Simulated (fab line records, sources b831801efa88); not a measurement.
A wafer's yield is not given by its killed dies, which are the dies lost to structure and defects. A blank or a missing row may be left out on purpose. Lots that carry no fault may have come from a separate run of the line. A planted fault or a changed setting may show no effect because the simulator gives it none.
Code-filled problem report in 8D (eight disciplines) form    flow sky130    the parts of the form that need people (team, actions taken, sign-off) are left out

== 1. THE PROBLEM ==
Mean of run length s at SKY_FIELD_ISO_WET_ETCH_28: 50 s over 3 wafers from 1 lot, against 76 s (standard deviation 3.2) on wafers with no fault. Relative to the usual mean, that is a shift of -8.1 standard deviations.
The step: etches SiO2 in dHF, target depth 23.7 nm, time 47 s.
Earliest sighting: wafer L585.1 on wet bench-02 at day 5 23:02. The record has a number at this step for 15 wafers belonging to 5 lots. By rule, "out" or "out of limits" means more than 4 standard deviations away from the usual mean. The other wafers with a number count as sound.

== 2. WHAT IT IS; WHAT IT IS NOT ==
question                     is                      is not
which readings at this step  run length s            -
which lots                   L585                    L581, L582, L589, L590
which wafers of those lots   all that have a number  -
read on which tools          wet bench-02            wet bench-01, wet bench-03
when                         from day 5 23:02        up to then (6 sound wafers); but 6 sound wafers of L589, L590 came after

== 3. THE SUSPECTS, EACH WITH WHAT RULES IT OUT ==
Counting: any tool at a process step up to the reading is kept as a suspect provided that every lot that is out went through it and no sound lot did after the first of them.
- plasma asher-03 at SKY_FIELD_ISO_STRIP_16 (strips in O2/N2): ruled out as a lasting fault. After its first lot that is out, L585 (day 5 17:22), sound lots L590 ran on it.
- rie si-01 at SKY_FIELD_ISO_ETCH_17 (etches Si in HBr/Cl2/O2, target depth 342 nm, time 97.7 s): ruled out as a lasting fault. After its first lot that is out, L585 (day 5 17:28), sound lots L590 ran on it.
- cmp-02 at SKY_FIELD_ISO_CMP_27 (polishes, stops on Si3N4, t overpolish 16 s, target thk 457.8 nm): ruled out as a lasting fault. After its first lot that is out, L585 (day 5 22:47), sound lots L590 ran on it.
- wet bench-02 at SKY_FIELD_ISO_WET_ETCH_28 (etches SiO2 in dHF, target depth 23.7 nm, time 47 s): kept. It ran the lot that is out, L585 (day 5 23:02), and no sound lot after that; its last sound lot up to then is L582 (day 5 06:12). On those wafers its own readings are out: run length s.
After counting, what remains is wet bench-02 at SKY_FIELD_ISO_WET_ETCH_28.

== 4. THE CAUSE (what the simulator had put in) ==
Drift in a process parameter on wet bench-02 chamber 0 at SKY_FIELD_ISO_WET_ETCH_28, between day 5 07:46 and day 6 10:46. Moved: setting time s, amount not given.
This tool alone remained once counting was done.

== 5. THE CHAIN OF EFFECTS, in route order ==
Each row: a reading where the mean over the struck wafers with a number is more than 3 standard deviations away from the usual. Scope: only readings with a usual standard deviation given in the record; hours: median across lots of the time from each lot's start at the first step in this table that gives one to its start at this step; sigmas: change in usual standard deviations.
hours  step                       reading       usual  on struck wafers  change  sigmas
0      SKY_FIELD_ISO_WET_ETCH_28  run length s  76 s   50                -26     -8.1
Process steps it contains:
- SKY_FIELD_ISO_WET_ETCH_28: etches SiO2 in dHF, target depth 23.7 nm, time 47 s.
Later measuring or inspecting steps at which every struck wafer that the step has a row for has a number for every such reading, and none has moved that far: SKY_NWELL_THK_MEAS_02, SKY_DNWELL_TW_MEAS_09, SKY_PWDE_OVL_MEAS_07, SKY_PWDE_TW_MEAS_10.

== 6. WHAT WOULD HAVE CAUGHT IT SOONER ==
15 hours passed between the start of the fault at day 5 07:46 and the first reading out of limits in this record, taken at day 5 23:02.
